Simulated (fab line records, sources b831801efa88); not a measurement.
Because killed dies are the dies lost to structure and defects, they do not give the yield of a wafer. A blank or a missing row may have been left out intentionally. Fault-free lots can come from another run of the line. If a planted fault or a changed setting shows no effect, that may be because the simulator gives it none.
A lot that was struck, set against a sound lot -- flow sky130 -- 24 out of 708 route steps
Sound: the wafers L906.4, L906.5, L906.6. The struck wafers were L916.3, L916.5, L916.6. The cause is named last.
For every step that has rows: the tool of each side, followed by ch and its chambers, followed by its first start. Under that, the readings that differ: sound wafers -- struck wafers -- difference of the means -- sigmas: that difference in standard deviations of wafers without a fault.
alike: same words and numbers on both sides, and readings whose means sit less than 2 such deviations apart. not compared: any withheld reading, any reading some wafer has no value for, any bound like >300 that may hide the same value, and any number with overlapping values for which the record gives no deviation.
A row with sigmas, a row that says differs or no value, or rows on one side alone: a step with any of these is where the two part. When numbers do not overlap yet have no deviation, they are printed without sigmas and do not part them. Lack of a reading on every wafer of one side parts them only where that side has two or more wafers.

first, 2 steps without rows for these wafers: SKY_POLY_GATE_CLEAN_19 (cleans in SC1/SC2, time 150 s); SKY_POLY_GATE_OXIDATION_20 (stabilise 600 s, purge 300 s, target thk 4 nm).
SKY_POLY_GATE_THK_MEAS_21:
  struck on film_metro-02, day 22 16:49; sound on film_metro-03, day 19 07:01
  alike: POLY_GATE_OXIDATION_THK
SKY_POLY_GATE_CD_MEAS_22:
  struck on cd_sem-01, day 22 16:55; sound on cd_sem-02, day 19 07:08
reading,sound,struck,difference,sigmas
cd_nm (nm),147.7 145.4 145.9,149.0 153.0 148.7,+3.9,+2
then, 7 steps without rows for these wafers: SKY_LDD_N_DEHYDRATE_00 (time 60 s); SKY_LDD_N_HMDS_01 (prime time 60 s); SKY_LDD_N_COAT_02 (resist thk 300 nm); SKY_LDD_N_SOFTBAKE_03 (time 60 s); SKY_LDD_N_EXPOSE_04 (exposes mask NTM, target cd 840 nm); SKY_LDD_N_PEB_05; SKY_LDD_N_DEVELOP_06 (develop time 60 s).
SKY_LDD_N_OVL_MEAS_07:
  struck on overlay-02, day 23 22:35; sound on overlay-02, day 20 13:41
  alike: LDD_N_OVL
SKY_LDD_N_IMPLANT_08:
  sound on implanter-03 ch 0, day 20 13:47; struck on implanter-03 ch 0, day 23 22:40
reading,sound,struck,difference,sigmas
beam_on_s (s),9.69 10.21 10.21,77.65 79.66 77.14,+68.11,+99 or more
dose_ions_cm2,7.511e+13 7.514e+13 7.5e+13,9.0281e+14 9.0295e+14 9.028e+14,+8.2777e+14,+99 or more
faraday_current_uA,438 416 413,656 638 659,+229,+25
  alike: beam_energy_keV, rotation_deg
then, 7 steps without rows for these wafers: SKY_LDD_N_IMPLANT_09; SKY_LDD_N_IMPLANT_10; SKY_LDD_N_IMPLANT_11; SKY_LDD_N_IMPLANT_12; SKY_LDD_N_IMPLANT_13; SKY_LDD_N_IMPLANT_14; SKY_LDD_N_IMPLANT_15.
SKY_LDD_N_STRIP_16: strips in O2/N2.
  sound on plasma_asher-02 ch 0,1, day 20 14:56; struck on plasma_asher-02 ch 0,1, day 23 23:51
reading,sound,struck,difference,sigmas
strip_time_to_endpoint_s (s),4.301 4.313 4.299,5.977 5.967 5.966,+1.666,+99 or more
  alike: drypump_motor_current_A, oes_product_au
  not compared: rf_hours_counter_h
SKY_LDD_N_TW_MEAS_17:
  struck on film_metro-02, day 23 23:56; sound on film_metro-04, day 20 15:02
reading,sound,struck,difference,sigmas
LDD_N_TW,2610 2584 2609,2992 2994 2987,+390,+17
then, 1 step without rows for these wafers: SKY_LDD_P_DEHYDRATE_00 (time 60 s).
-- here the record skips 26 days between the struck wafers' starts before and after, leaving off in module LDD_P and picking up in module PAD_OPEN (first step shown: number 708 of the route) --
SKY_PAD_OPEN_PROBE_99:
  struck on prober-02, day 49 22:29; sound on prober-02, day 47 21:35
reading,sound,struck,difference,sigmas
model.etest.tip_n.rs_ohm_sq,444.2 442.2 444.1,237.8 237.1 238.2,-205.8,
model.etest.nfet_01v8.r_on_ohm_um,811.6 805.5 810.2,742.9 759.5 744.1,-60.3,
model.etest.nfet_01v8_lvt.drive_ua_um,588.4 590.3 583.7,654.5 652.1 650.3,+64.8,
model.etest.nfet_01v8_turned.drive_ua_um,514 523.2 513.3,581.8 569.5 579.9,+60.2,
model.etest.nfet_01v8.drive_ua_um,517.5 519 512.7,578.1 565.2 581,+58.4,
model.etest.sram_nfet_pass.drive_ua_um,502.2 520 495.1,553.9 554.2 567.2,+52.7,
model.etest.nfet_01v8_swapped.drive_ua_um,512.5 518.3 516.2,557.3 553.2 563.7,+42.4,
model.etest.licon_ndiff.rc_ohm,182.4 184.2 186.3,177.8 173.2 173.2,-9.6,
  alike: killed_at_M0_to_M3, killed_at_M4_up, killed_at_contacts, killed_at_front_end, killed_at_other, killed_dies, killed_open, killed_short

WHERE THEY PART
Last at SKY_LDD_N_TW_MEAS_17 as far as this record goes, first at SKY_POLY_GATE_CD_MEAS_22. Later steps at which nothing parts them and some readings are alike: SKY_PAD_OPEN_PROBE_99.

WHY: the cause the simulator had injected
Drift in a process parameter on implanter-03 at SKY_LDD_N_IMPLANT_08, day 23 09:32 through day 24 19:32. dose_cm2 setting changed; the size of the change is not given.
